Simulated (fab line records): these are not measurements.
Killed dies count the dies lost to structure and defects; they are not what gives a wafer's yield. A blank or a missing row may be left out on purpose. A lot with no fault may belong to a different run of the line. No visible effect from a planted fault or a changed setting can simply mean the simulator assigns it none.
8D (eight disciplines) problem report, filled in by code + flow gf180mcu + the parts of the form that need people (team, actions taken, sign-off) are left out

== 1. PROBLEM STATEMENT ==
V4_CVD_02_THK at GF_V4_THK_MEAS_03 reads a mean of 767 nm on 3 wafers of 3 lots; wafers without a fault read 847 nm with a standard deviation of 12. That puts it -6.7 standard deviations away from the usual mean.
Seen first at day 28 13:20 on film_metro-04, wafer L197.6. Wafers with a number at this step in the record: 32, from 12 lots. Rule for "out", or "out of limits": more than 4 standard deviations from the usual mean. Any other wafer with a number is counted as sound.

== 2. WHAT IT IS, AND WHAT IT ISN'T ==
| question                    | is                     | is not                                                                    |
|-----------------------------|------------------------|---------------------------------------------------------------------------|
| which readings at this step | V4_CVD_02_THK          | -                                                                         |
| which lots                  | L197, L199, L201       | L183, L184, L185, L186, L187, L188, L189, L190, L191                      |
| which wafers of those lots  | L197.6, L199.5, L201.5 | L197.2, L199.2, L201.2                                                    |
| read on which gauges        | film_metro-04          | film_metro-01, film_metro-03                                              |
| when                        | from day 28 13:20      | up to then (27 sound wafers); but 2 sound wafers of L199, L201 came after |

== 3. THE SUSPECTS, EACH WITH WHAT RULES IT OUT ==
Counting: a tool at a process step up to the reading stays a suspect if it ran every lot that is out. Sound lots after the first of them don't rule it out here, since some wafers of a struck lot are sound.
- ruled out: the gauge at GF_V4_THK_MEAS_03. All the wafers that are out were read on film_metro-04, but those of them that GF_V4_CMP_04 has rows for are out there too, on other tools.
- pecvd-04 at GF_V4_CVD_02 (deposits SiO2 from TEOS, target thk 850 nm, time 94.851 s): kept. It processed each lot that is out (first: L197, day 28 13:16); up to then, its last sound lot is L190 (day 26 06:31).
After counting, what remains is pecvd-04 at GF_V4_CVD_02.

== 4. THE CAUSE (what the simulator had put in) ==
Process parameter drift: pecvd-04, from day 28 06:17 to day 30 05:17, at GF_V4_CVD_02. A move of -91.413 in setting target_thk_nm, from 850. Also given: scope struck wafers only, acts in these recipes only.
Only this tool survived the counting.

== 5. SEQUENCE OF EFFECTS, ordered by route ==
One row per reading whose mean, taken over the struck wafers that have a number, lies over 3 standard deviations from the usual. Scope: only readings with a usual standard deviation given in the record; hours: median across lots of the time from each lot's start at the first step in this table that gives one to its start at this step; sigmas: change in usual standard deviations.
| hours | step              | reading            | usual  | on struck wafers | change | sigmas |
|-------|-------------------|--------------------|--------|------------------|--------|--------|
| 0     | GF_V4_THK_MEAS_03 | V4_CVD_02_THK      | 847 nm | 767              | -80    | -6.7   |
| 0     | GF_V4_CMP_04      | time_to_endpoint_s | 80 s   | 47               | -33    | -5.0   |
Process steps it contains:
- GF_V4_CMP_04: polishes SiO2.
At these later measuring or inspecting steps, every struck wafer for which the step has a row has a number for every such reading, and none has moved that far: GF_V4_CD_MEAS_14, GF_V4_THK_MEAS_25.

== 6. WHAT WOULD HAVE CAUGHT IT SOONER ==
7 hours passed between the start of the fault at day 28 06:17 and the first reading out of limits at a measuring or inspecting step in this record, taken at day 28 13:20.
Tool readings at GF_V4_CVD_02 with a usual standard deviation given in the record: none out on any struck wafer, hence no alarm at a limit of 4 standard deviations on them.
Among the 3 lots that are out, L199, L201 began GF_V4_CVD_02 on pecvd-04 after day 28 13:20. A hold on the tool at that time would have spared those 2.
